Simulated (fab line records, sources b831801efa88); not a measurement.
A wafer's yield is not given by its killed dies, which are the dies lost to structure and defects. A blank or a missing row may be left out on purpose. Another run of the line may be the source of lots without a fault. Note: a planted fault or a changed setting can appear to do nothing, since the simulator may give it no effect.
Which tool is to blame? ; flow sky130 ; 42 wafers from 14 lots sampled at 7 of the route's 708 steps

WHAT EACH GAUGE READ, for each wafer
SKY_LDD_N_OVL_MEAS_07. Usual: LDD_N_OVL typically reads 0.4 nm, with standard deviation 1.7.
lot;measured;on;LDD_N_OVL (nm);flag
L945;day 17 18:31;overlay-01;2.0 4.1 1.1;
L947;day 18 12:44;overlay-01;1.6 1.5 1.6;
L950;day 19 19:38;overlay-01;-0.4 -0.9 0.6;
L951;day 19 19:20;overlay-02;1.9 1.9 1.5;
L952;day 20 20:28;overlay-01;- - -;OFF
L954;day 21 08:32;overlay-02;- - -;OFF
L958;day 22 15:53;overlay-02;1.1 0.2 2.3;
L959;day 23 01:45;overlay-02;0.4 1.7 1.1;
L961;day 24 14:29;overlay-02;-4.6 -4.2 -2.1;
L962;day 24 12:46;overlay-01;1.9 1.4 0.3;
L963;day 24 17:24;overlay-02;-0.3 1.3 -2.1;
L964;day 24 19:06;overlay-02;0.7 0.6 1.6;
L965;day 25 02:44;overlay-02;1.4 0.7 0.0;
L968;day 26 02:28;overlay-01;1.2 -0.2 -0.4;

SKY_LDD_P_TW_MEAS_11. Usual: LDD_P_TW typically reads 639, with standard deviation 6.9.
lot;measured;on;LDD_P_TW;flag
L945;day 19 01:26;film_metro-01;652 650 647;
L947;day 19 21:25;film_metro-03;637 638 632;
L950;day 21 02:43;film_metro-03;632 631 631;
L951;day 21 02:25;film_metro-04;647 649 648;
L952;day 22 04:21;film_metro-03;2589 2586 2583;OFF
L954;day 22 16:04;film_metro-04;2639 2638 2624;OFF
L958;day 24 00:12;film_metro-03;632 637 636;
L959;day 24 09:53;film_metro-03;637 635 637;
L961;day 25 21:51;film_metro-04;649 649 645;
L962;day 25 19:10;film_metro-01;644 642 645;
L963;day 25 23:52;film_metro-01;647 645 641;
L964;day 26 01:25;film_metro-03;639 637 638;
L965;day 26 09:11;film_metro-03;638 638 639;
L968;day 27 08:02;film_metro-03;635 636 636;

SKY_LDD_HVN_TW_MEAS_10. Usual: LDD_HVN_TW typically reads 1436, with standard deviation 12.
lot;measured;on;LDD_HVN_TW;flag
L945;day 20 08:07;film_metro-01;1446 1441 1451;
L947;day 21 03:35;film_metro-03;1426 1428 1423;
L950;day 22 09:08;film_metro-03;1437 1432 1433;
L951;day 22 08:44;film_metro-02;1416 1414 1425;
L952;day 23 10:38;film_metro-01;2724 2732 2726;OFF
L954;day 23 22:44;film_metro-02;2666 2676 2679;OFF
L958;day 25 05:38;film_metro-02;1422 1423 1420;
L959;day 25 14:48;film_metro-02;1425 1425 1424;
L961;day 27 02:10;film_metro-03;1435 1428 1429;
L962;day 26 23:51;film_metro-01;1451 1452 1451;
L963;day 27 05:16;film_metro-01;1454 1446 1449;
L964;day 27 05:52;film_metro-01;1454 1449 1450;
L965;day 27 14:01;film_metro-03;1431 1435 1440;
L968;day 28 11:39;film_metro-03;1428 1438 1431;

SKY_LOCAL_INTERCONNECT_CD_MEAS_11: the cd target is 170 nm. Usual: cd_nm 170.2 nm, standard deviation 1.6.
lot;measured;on;cd_nm (nm);flag
L945;day 30 09:01;cd_sem-02;169.4 168.7 170.0;
L947;day 31 00:20;cd_sem-01;169.4 169.3 170.5;
L950;day 32 04:56;cd_sem-02;169.6 172.0 169.8;
L951;day 32 03:56;cd_sem-01;171.6 170.0 170.6;
L952;day 33 04:55;cd_sem-02;173.2 171.4 173.3;
L954;day 33 17:38;cd_sem-02;167.9 168.5 166.4;
L958;day 34 16:58;cd_sem-02;171.0 172.1 172.2;
L959;day 35 05:43;cd_sem-02;170.5 171.1 170.5;
L961;day 36 13:22;cd_sem-02;170.7 169.6 169.9;
L962;day 36 11:36;cd_sem-01;172.1 173.0 171.7;
L963;day 36 14:08;cd_sem-02;170.8 172.1 172.9;
L964;day 36 16:04;cd_sem-01;170.9 171.5 171.7;
L965;day 36 21:07;cd_sem-02;171.1 169.8 170.2;
L968;day 37 19:11;cd_sem-01;170.4 170.3 169.4;

SKY_CONTACT_OVL_MEAS_15. Usual: CONTACT_OVL typically reads -1 nm, with standard deviation 6.
lot;measured;on;CONTACT_OVL (nm);flag
L945;day 31 14:28;overlay-02;-1 -7 0;
L947;day 32 05:40;overlay-02;2 0 0;
L950;day 33 09:49;overlay-02;10 -1 1;
L951;day 33 08:22;overlay-01;14 5 6;
L952;day 34 09:34;overlay-02;-10 -8 -7;
L954;day 34 22:52;overlay-01;-5 0 -7;
L958;day 35 21:11;overlay-01;-11 -8 -21;
L959;day 36 09:59;overlay-02;1 1 4;
L961;day 37 17:16;overlay-02;-8 0 3;
L962;day 37 15:01;overlay-02;-2 -6 -2;
L963;day 37 18:02;overlay-02;-2 -9 3;
L964;day 37 19:38;overlay-02;-4 -7 -3;
L965;day 37 23:53;overlay-01;-1 -6 -6;
L968;day 38 22:07;overlay-01;-4 1 2;

EACH LOT AND THE TOOL THAT RAN IT (in order: tool; ch and the chambers of the sampled wafers; start)
lot;SKY_FIELD_ISO_CMP_27;SKY_LDD_N_COAT_02
L945;cmp-01 ch 0,1,3, day 2 09:24;litho_track-03 ch 0, day 17 05:52
L947;cmp-01 ch 1,2, day 2 19:08;litho_track-01 ch 0, day 17 20:41
L950;cmp-02 ch 0,1,3, day 3 09:25;litho_track-03 ch 0, day 19 02:28
L951;cmp-02 ch 0,3, day 3 14:40;litho_track-03 ch 0, day 19 01:52
L952;cmp-02 ch 1,2,3, day 3 22:48;litho_track-03, day 20 05:16
L954;cmp-02 ch 0,1,3, day 4 08:46;litho_track-03, day 20 17:19
L958;cmp-02 ch 0,1,3, day 5 04:53;litho_track-03 ch 0, day 22 00:38
L959;cmp-02 ch 1,3, day 5 09:14;litho_track-01 ch 0, day 22 11:23
L961;cmp-02 ch 1,2,3, day 6 07:12;litho_track-03 ch 0, day 24 00:05
L962;cmp-01 ch 1,2,3, day 6 07:12;litho_track-02 ch 0, day 23 22:35
L963;cmp-01 ch 0,2,3, day 6 10:22;litho_track-03 ch 0, day 24 02:52
L964;cmp-02 ch 0,1,3, day 6 14:09;litho_track-01 ch 0, day 24 04:10
L965;cmp-02 ch 0,1,2, day 6 18:45;litho_track-02 ch 0, day 24 10:41
L968;cmp-02 ch 1,2,3, day 7 14:53;litho_track-03 ch 0, day 25 11:22
- SKY_FIELD_ISO_CMP_27: polishes, stops on Si3N4, t overpolish 16 s, target thk 457.8 nm.
- SKY_LDD_N_COAT_02: resist thk 300 nm.

AS READ BY THE TOOLS THEMSELVES (means over the sampled wafers that have a number; for cases with no such wafer, the mark the record gives instead)
SKY_FIELD_ISO_CMP_27. Usual: motor_current_A 12.3 A, standard deviation 0.59; overpolish_run_s 16.000 s, standard deviation 0.0099; time_to_endpoint_s 115 s, standard deviation 4.3.
lot;tool;motor_current_A (A);overpolish_run_s (s);time_to_endpoint_s (s);flag
L945;cmp-01;12.0;16.004;115;
L947;cmp-01;11.9;15.994;114;
L950;cmp-02;12.1;16.003;112;
L951;cmp-02;12.8;16.000;114;
L952;cmp-02;12.6;16.007;115;
L954;cmp-02;12.2;16.004;115;
L958;cmp-02;12.4;16.004;112;
L959;cmp-02;12.9;15.997;115;
L961;cmp-02;12.9;15.993;112;
L962;cmp-01;12.3;15.999;115;
L963;cmp-01;12.2;16.002;113;
L964;cmp-02;12.2;15.993;114;
L965;cmp-02;12.0;15.997;121;
L968;cmp-02;12.4;16.005;114;

SKY_LDD_N_COAT_02. Usual: chill_plate_temp_C 22.99 C, standard deviation 0.1; dispense_pressure_kPa 48 kPa, standard deviation 3.9.
lot;tool;chill_plate_temp_C (C);dispense_pressure_kPa (kPa);flag
L945;litho_track-03;23.05;51;
L947;litho_track-01;22.95;43;
L950;litho_track-03;22.92;51;
L951;litho_track-03;22.82;51;
L952;litho_track-03;-;-;OFF
L954;litho_track-03;-;-;OFF
L958;litho_track-03;22.95;51;
L959;litho_track-01;22.96;43;
L961;litho_track-03;23.01;51;
L962;litho_track-02;23.09;51;
L963;litho_track-03;23.04;51;
L964;litho_track-01;22.93;43;
L965;litho_track-02;23.07;51;
L968;litho_track-03;22.94;51;

THE ANSWER, worked out from the rows above alone
Rule: a lot counts as off when the mean over its wafers that have a number is more than 3 standard deviations away from the usual mean. A lot without any number at a reading at which 4 lots or more have one is off too. Any other lot the step has rows for is counted as sound. Order of review: gauges by route order, followed by the tools' own readings, for which a lot's mean as printed above is used. At the first step where some lot is off, the reading lying furthest off is the one used; lots without a number count as furthest.
Off: L952, L954, at SKY_LDD_N_OVL_MEAS_07 (LDD_N_OVL). Without a number there: L952, L954.
If a tool, at a process step before that reading, ran all the lots that are off and no sound lot after the first of them, it fits. The gauges at SKY_LDD_N_OVL_MEAS_07 aren't tried: what is off there is off at SKY_LDD_P_TW_MEAS_11 too, on other tools, and a gauge's error can't cause that. None of those tried fits.

WHAT THE SIMULATOR PUT IN
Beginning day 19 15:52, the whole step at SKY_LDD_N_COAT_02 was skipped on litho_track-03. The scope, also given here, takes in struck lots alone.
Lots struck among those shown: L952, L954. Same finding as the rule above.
